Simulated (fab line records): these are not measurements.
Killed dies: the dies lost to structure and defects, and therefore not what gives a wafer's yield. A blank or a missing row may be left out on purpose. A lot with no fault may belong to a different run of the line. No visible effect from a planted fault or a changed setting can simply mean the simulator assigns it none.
What tool caused it? / flow sky130 / Sampling: 7 lots, 21 wafers, 4 of 708 route steps

== WHAT THE GAUGES READ, wafer by wafer ==
SKY_LDD_HVP_OVL_MEAS_07.
lot=L649; measured=day 21 20:19; on=overlay-01; LDD_HVP_OVL (nm)=-1.6 -1.5 -1.9
lot=L650; measured=day 22 03:37; on=overlay-02; LDD_HVP_OVL (nm)=0.6 1.0 1.5
lot=L651; measured=day 22 06:55; on=overlay-02; LDD_HVP_OVL (nm)=2.3 1.2 2.0
lot=L652; measured=day 22 15:22; on=overlay-02; LDD_HVP_OVL (nm)=-0.6 1.7 1.1
lot=L660; measured=day 25 18:02; on=overlay-02; LDD_HVP_OVL (nm)=-68.4 -68.6 -68.0
lot=L661; measured=day 26 02:31; on=overlay-02; LDD_HVP_OVL (nm)=-69.7 -67.9 -68.1
lot=L662; measured=day 26 15:35; on=overlay-01; LDD_HVP_OVL (nm)=-2.5 -1.6 -2.3

== WHICH TOOL RAN EACH LOT (tool, then ch and the chambers of the sampled wafers, then the start) ==
lot=L649; SKY_SONOS_ONO_ETCH_15=rie diel-04 ch 0,1, day 12 19:46; SKY_SONOS_ONO_STRIP_17=plasma asher-04 ch 0, day 12 19:52; SKY_LDD_HVP_EXPOSE_04=iline stepper-02 ch 0, day 21 04:48
lot=L650; SKY_SONOS_ONO_ETCH_15=rie diel-01 ch 0,1,2, day 13 02:58; SKY_SONOS_ONO_STRIP_17=plasma asher-04 ch 0,1, day 13 03:05; SKY_LDD_HVP_EXPOSE_04=iline stepper-01 ch 0, day 21 12:18
lot=L651; SKY_SONOS_ONO_ETCH_15=rie diel-01 ch 0,2,3, day 13 07:19; SKY_SONOS_ONO_STRIP_17=plasma asher-03 ch 0,1, day 13 07:26; SKY_LDD_HVP_EXPOSE_04=iline stepper-01 ch 0, day 21 15:50
lot=L652; SKY_SONOS_ONO_ETCH_15=rie diel-02 ch 0,1,2, day 13 11:49; SKY_SONOS_ONO_STRIP_17=plasma asher-01 ch 0,1, day 13 11:55; SKY_LDD_HVP_EXPOSE_04=iline stepper-02 ch 0, day 22 00:28
lot=L660; SKY_SONOS_ONO_ETCH_15=rie diel-01 ch 0,1,2, day 16 12:37; SKY_SONOS_ONO_STRIP_17=plasma asher-03 ch 0,1, day 16 12:43; SKY_LDD_HVP_EXPOSE_04=iline stepper-02 ch 0, day 25 03:33
lot=L661; SKY_SONOS_ONO_ETCH_15=rie diel-04 ch 0,3, day 16 18:07; SKY_SONOS_ONO_STRIP_17=plasma asher-01 ch 1, day 16 18:13; SKY_LDD_HVP_EXPOSE_04=iline stepper-02 ch 0, day 25 11:26
lot=L662; SKY_SONOS_ONO_ETCH_15=rie diel-02 ch 0,2,3, day 17 06:43; SKY_SONOS_ONO_STRIP_17=plasma asher-03 ch 0,1, day 17 06:49; SKY_LDD_HVP_EXPOSE_04=iline stepper-01 ch 0, day 26 01:24
- SKY_SONOS_ONO_ETCH_15: etches the open film in CHF3/O2, target depth 19.52 nm, time 7.8 s.
- SKY_SONOS_ONO_STRIP_17: strips in O2/N2.
- SKY_LDD_HVP_EXPOSE_04: exposes mask HVPTM, target cd 700 nm.

== WHAT THE TOOLS THEMSELVES READ (means of the sampled wafers that have a number; where no wafer has one, the mark that the record gives instead) ==
SKY_SONOS_ONO_ETCH_15.
lot=L649; tool=rie diel-04; chf3 flow sccm (sccm)=49.89; drypump motor current A (A)=5.3; oes product au (a.u.)=0.998; throttle valve pct (%)=8.832
lot=L650; tool=rie diel-01; chf3 flow sccm (sccm)=50.12; drypump motor current A (A)=5.5; oes product au (a.u.)=0.999; throttle valve pct (%)=8.824
lot=L651; tool=rie diel-01; chf3 flow sccm (sccm)=50.11; drypump motor current A (A)=5.7; oes product au (a.u.)=0.990; throttle valve pct (%)=8.825
lot=L652; tool=rie diel-02; chf3 flow sccm (sccm)=49.97; drypump motor current A (A)=5.3; oes product au (a.u.)=1.003; throttle valve pct (%)=8.834
lot=L660; tool=rie diel-01; chf3 flow sccm (sccm)=49.95; drypump motor current A (A)=5.6; oes product au (a.u.)=0.994; throttle valve pct (%)=8.819
lot=L661; tool=rie diel-04; chf3 flow sccm (sccm)=50.08; drypump motor current A (A)=5.8; oes product au (a.u.)=1.002; throttle valve pct (%)=8.826
lot=L662; tool=rie diel-02; chf3 flow sccm (sccm)=50.13; drypump motor current A (A)=5.2; oes product au (a.u.)=1.003; throttle valve pct (%)=8.830

SKY_SONOS_ONO_STRIP_17.
lot=L649; tool=plasma asher-04; drypump motor current A (A)=5.9; oes product au (a.u.)=0.709; strip time to endpoint s (s)=14.12
lot=L650; tool=plasma asher-04; drypump motor current A (A)=5.8; oes product au (a.u.)=0.709; strip time to endpoint s (s)=14.04
lot=L651; tool=plasma asher-03; drypump motor current A (A)=5.9; oes product au (a.u.)=0.716; strip time to endpoint s (s)=14.07
lot=L652; tool=plasma asher-01; drypump motor current A (A)=5.8; oes product au (a.u.)=0.711; strip time to endpoint s (s)=14.03
lot=L660; tool=plasma asher-03; drypump motor current A (A)=5.9; oes product au (a.u.)=0.715; strip time to endpoint s (s)=14.10
lot=L661; tool=plasma asher-01; drypump motor current A (A)=5.2; oes product au (a.u.)=0.704; strip time to endpoint s (s)=14.10
lot=L662; tool=plasma asher-03; drypump motor current A (A)=5.9; oes product au (a.u.)=0.711; strip time to endpoint s (s)=14.08

== THE ANSWER, worked out from the rows above alone ==
Rule: usual is defined by the lots themselves. The widest of any qualifying gaps counts: lots, ordered by their means at a reading, are off when they make up no more than a third of the lots, leave a main group of 4 or more, and stand apart from it by 3 or more times the standard deviation of that group's means. A main group whose means are all the same, to the digits that the tables above print for the reading, isn't used. A lot without any number at a reading at which 4 lots or more have one is off too. The other lots that the step has rows for count as sound. Order of review: gauges by route order, followed by the tools' own readings, for which a lot's mean as printed above is used. At the first step where some lot is off, the reading lying furthest off is the one used; lots without a number count as furthest.
Off: L660, L661, at SKY_LDD_HVP_OVL_MEAS_07 (LDD_HVP_OVL). For the main group the mean is -0.0 nm and the standard deviation 1.6.
If a tool, at a process step before that reading, ran all the lots that are off and no sound lot after the first of them, it fits. Gauges at SKY_LDD_HVP_OVL_MEAS_07: tried the same way as those tools. 2 tools fit, iline stepper-02 at SKY_LDD_HVP_EXPOSE_04 and overlay-02 at SKY_LDD_HVP_OVL_MEAS_07, so this cannot tell which one it is.

== WHAT WAS PUT IN BY THE SIMULATOR ==
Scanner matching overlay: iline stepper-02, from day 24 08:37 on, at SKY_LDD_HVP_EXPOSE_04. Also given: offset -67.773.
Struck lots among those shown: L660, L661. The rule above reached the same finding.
